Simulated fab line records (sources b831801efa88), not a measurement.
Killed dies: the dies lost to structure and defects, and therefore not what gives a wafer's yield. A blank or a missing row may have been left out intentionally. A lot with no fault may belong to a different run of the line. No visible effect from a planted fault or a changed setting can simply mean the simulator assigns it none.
Code-filled problem report in 8D (eight disciplines) form + flow sky130 + the parts of the form that need people (team, actions taken, sign-off) are left out

## 1. WHAT WENT WRONG
SKY_FIELD_ISO_ETCH_17, rf_fwd_power_W: mean 501.5 W over 1 wafer from 1 lot; wafers with no fault: 596.3 W, standard deviation 2.5. That puts it -38 standard deviations away from the usual mean.
The step: etches Si in HBr/Cl2/O2, target depth 342 nm, time 97.7 s.
Seen first at day 5 15:14 on rie_si-02, wafer L288.2. The record has a number at this step for 39 wafers belonging to 13 lots. Rule for "out", or "out of limits": more than 4 standard deviations from the usual mean. The other wafers with a number count as sound.

## 2. WHAT IT IS AND WHAT IT IS NOT
| question                    | is                                                 | is not                                                                          |
|-----------------------------|----------------------------------------------------|---------------------------------------------------------------------------------|
| which readings at this step | rf_fwd_power_W, oes_product_au, throttle_valve_pct | drypump_motor_current_A                                                         |
| which lots                  | L288                                               | L274, L276, L277, L278, L279, L280, L281, L282, L286, L291, L294, L295          |
| which wafers of those lots  | L288.2                                             | L288.4, L288.6                                                                  |
| read on which tools         | rie_si-02                                          | rie_si-01                                                                       |
| when                        | from day 5 15:14                                   | up to then (29 sound wafers); but 9 sound wafers of L291, L294, L295 came after |

## 3. WHAT RULES OUT EACH SUSPECT
Counting: if a tool at a process step up to the reading ran every lot that is out, it stays a suspect. Sound lots after the first of them don't rule it out here, since some wafers of a struck lot are sound.
- rie_si-02 at SKY_FIELD_ISO_ETCH_17 (etches Si in HBr/Cl2/O2, target depth 342 nm, time 97.7 s): kept. It ran the lot that is out, L288 (day 5 15:14); its last sound lot up to then is L281 (day 3 21:18). On those wafers its own readings are out: oes_product_au, rf_fwd_power_W, throttle_valve_pct.
- rie_si-02, SKY_FIELD_ISO_ETCH_17: wafers that are out in chamber 2, sound lot-mates in chambers 1, 3.
After counting, what remains is rie_si-02 at SKY_FIELD_ISO_ETCH_17.

## 4. THE CAUSE (what the simulator had put in)
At SKY_FIELD_ISO_ETCH_17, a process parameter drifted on rie_si-02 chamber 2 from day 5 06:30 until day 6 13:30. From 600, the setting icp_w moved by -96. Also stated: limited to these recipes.
This tool alone remained once counting was done.

## 5. SEQUENCE OF EFFECTS, ordered by route
One row per reading whose mean, taken over the struck wafers that have a number, lies over 3 standard deviations from the usual. Only readings whose record carries a usual standard deviation are examined. hours: median over the lots of the time between each lot's start at the first step of this table that gives one and its start at this step. sigmas: the change, counted in usual standard deviations.
| hours | step                  | reading            | usual      | on struck wafers | change | sigmas |
|-------|-----------------------|--------------------|------------|------------------|--------|--------|
| 0     | SKY_FIELD_ISO_ETCH_17 | oes_product_au     | 1.002 a.u. | 0.938            | -0.064 | -7.8   |
| 0     | SKY_FIELD_ISO_ETCH_17 | rf_fwd_power_W     | 596.3 W    | 501.5            | -94.8  | -38    |
| 0     | SKY_FIELD_ISO_ETCH_17 | throttle_valve_pct | 25.657 %   | 25.708           | +0.051 | +5.3   |
Its process steps:
- SKY_FIELD_ISO_ETCH_17: etches Si in HBr/Cl2/O2, target depth 342 nm, time 97.7 s.
Later measuring or inspecting steps at which every struck wafer that the step has a row for has a number for every such reading, and none has moved that far: SKY_VT_ADJUST_LVTN_OVL_MEAS_07.

## 6. HOW IT WOULD HAVE BEEN CAUGHT EARLIER
The fault began at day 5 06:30; the first out-of-limits reading in this record came at day 5 15:14, 9 hours later.
